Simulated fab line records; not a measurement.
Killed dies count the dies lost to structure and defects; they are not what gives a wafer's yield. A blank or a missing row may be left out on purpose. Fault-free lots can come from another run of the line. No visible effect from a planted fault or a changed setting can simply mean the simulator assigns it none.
Lot-split experiment    flow sky130    23 wafers read from 5 lots, route of 708 steps

## ABOUT THE SPLIT
At SKY_PASSIVATION_COAT_06 (resist thk 3000 nm), the setting resistThkNm was moved away from the recipe's 3000 nm on 5 of the 23 wafers read, by -5.5% to -4.6%. All remaining wafers had this setting at the recipe value.

## FROM THE SPLIT TO THE READING: what the file shows between them, 4 steps
- SKY_PASSIVATION_SOFTBAKE_07
- SKY_PASSIVATION_EXPOSE_08: exposes mask NSM, target cd 3000 nm
- SKY_PASSIVATION_PEB_09
- SKY_PASSIVATION_DEVELOP_10: develop time 60 s

## THE READING
coat_of_PASSIVATION_COAT_06.thkNm (the simulator's own value, which no gauge read), in nm, at SKY_PASSIVATION_ETCH_11 (etches the open film in CF4/O2, stops on AlCu, target depth 725 nm, time 161.1 s). The file does not state a usual value for it. Here, 18 wafers ran the recipe; their average is 2523 nm with a standard deviation of 6.3 nm.

wafer   tool, chamber at the split  resistThkNm as run, nm  against the recipe  coat_of_PASSIVATION_COAT_06.thkNm, nm  against lot-mates on the recipe
L074.1  lithoTrack-04, 0            3000                    recipe              2529                                   -
L074.2  lithoTrack-04, 0            3000                    recipe              2516                                   -
L074.3  lithoTrack-04, 0            3000                    recipe              2533                                   -
L074.4  lithoTrack-04, 0            3000                    recipe              2520                                   -
L074.5  lithoTrack-04, 0            3000                    recipe              2531                                   -
L075.1  lithoTrack-01, 0            3000                    recipe              2530                                   -
L075.4  lithoTrack-01, 0            3000                    recipe              2516                                   -
L075.5  lithoTrack-01, 0            3000                    recipe              2525                                   -
L077.1  lithoTrack-03, 0            3000                    recipe              2525                                   -
L077.2  lithoTrack-03, 0            3000                    recipe              2524                                   -
L077.4  lithoTrack-03, 0            3000                    recipe              2514                                   -
L077.5  lithoTrack-03, 0            3000                    recipe              2521                                   -
L077.6  lithoTrack-03, 0            3000                    recipe              2528                                   -
L080.2  lithoTrack-03, 0            2862                    -4.6%               2375                                   -148
L080.3  lithoTrack-03, 0            2862                    -4.6%               2385                                   -138
L080.4  lithoTrack-03, 0            3000                    recipe              2532                                   -
L080.5  lithoTrack-03, 0            3000                    recipe              2512                                   -
L080.6  lithoTrack-03, 0            3000                    recipe              2524                                   -
L084.1  lithoTrack-03, 0            3000                    recipe              2516                                   -
L084.2  lithoTrack-03, 0            3000                    recipe              2523                                   -
L084.3  lithoTrack-03, 0            2834                    -5.5%               2355                                   -164
L084.5  lithoTrack-03, 0            2834                    -5.5%               2345                                   -174
L084.6  lithoTrack-03, 0            2834                    -5.5%               2350                                   -170

THE FIT
A straight line over all 23 wafers: coat_of_PASSIVATION_COAT_06.thkNm changes by +31.3 nm for each +1% of resistThkNm; r = +1.00; the points scatter about the line by 6.3 nm.
The same after taking each lot's own level away (the mean of its wafers on the recipe; 23 wafers): +30.7 nm for each +1%; r = +1.00; scatter 6 nm.
The reading moves by 1.7e+02 nm for the largest change in resistThkNm, on that fit.
Measured against the standard deviation above, the lots' own levels, which go from 2519.5 to 2525.8 nm, span 1.0 times it.
So the lot-to-lot level changes the slope little: the two slopes agree.
Check: for one of the wafers moved furthest among these (-5.5%), held out of the fit, the line's prediction against its lot-mates is -172 nm. Against them it came out at -164 nm.

## ADDITIONAL SPLITS CARRIED BY THESE WAFERS
Other splits were also applied to these wafers ahead of the reading. Each is held against what the fit with the lots' levels taken away leaves over:
other split on the same wafers  wafers away from the commonest value  r with coat_of_PASSIVATION_COAT_06.thkNm (lot level and that fit taken away)
SKY_VIA4_SOFTBAKE_07 tempC      8                                     -0.08
SKY_VIA4_CVD_18 pressureTorr    15                                    +0.02
SKY_METAL5_SPUTTER_01 timeS     7                                     -0.14
SKY_METAL5_METAL_ETCH_15 icpW   8                                     -0.16

## THE WHOLE CHAIN: every reading that the file lists as answering this split, in the file's order
step                      what it does                                                                      reading                                                                             change (the file's fit)               r (the file's)
SKY_PASSIVATION_COAT_06   resist thk 3000 nm                                                                coat_of_PASSIVATION_COAT_06.thkNm (the simulator's own value, which no gauge read)  +30.3 nm for each +1% of the setting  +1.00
SKY_PASSIVATION_ETCH_11   etches the open film in CF4/O2, stops on AlCu, target depth 725 nm, time 161.1 s  coat_of_PASSIVATION_COAT_06.thkNm (the simulator's own value, which no gauge read)  +30.8 nm for each +1% of the setting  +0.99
SKY_PASSIVATION_STRIP_12  strips in O2/N2                                                                   stripTimeToEndpointS                                                                withheld for each +1% of the setting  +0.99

## THE FILE'S OWN FIT
coat_of_PASSIVATION_COAT_06.thkNm changes by +30.8 nm for each +1% of resistThkNm, r = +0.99.
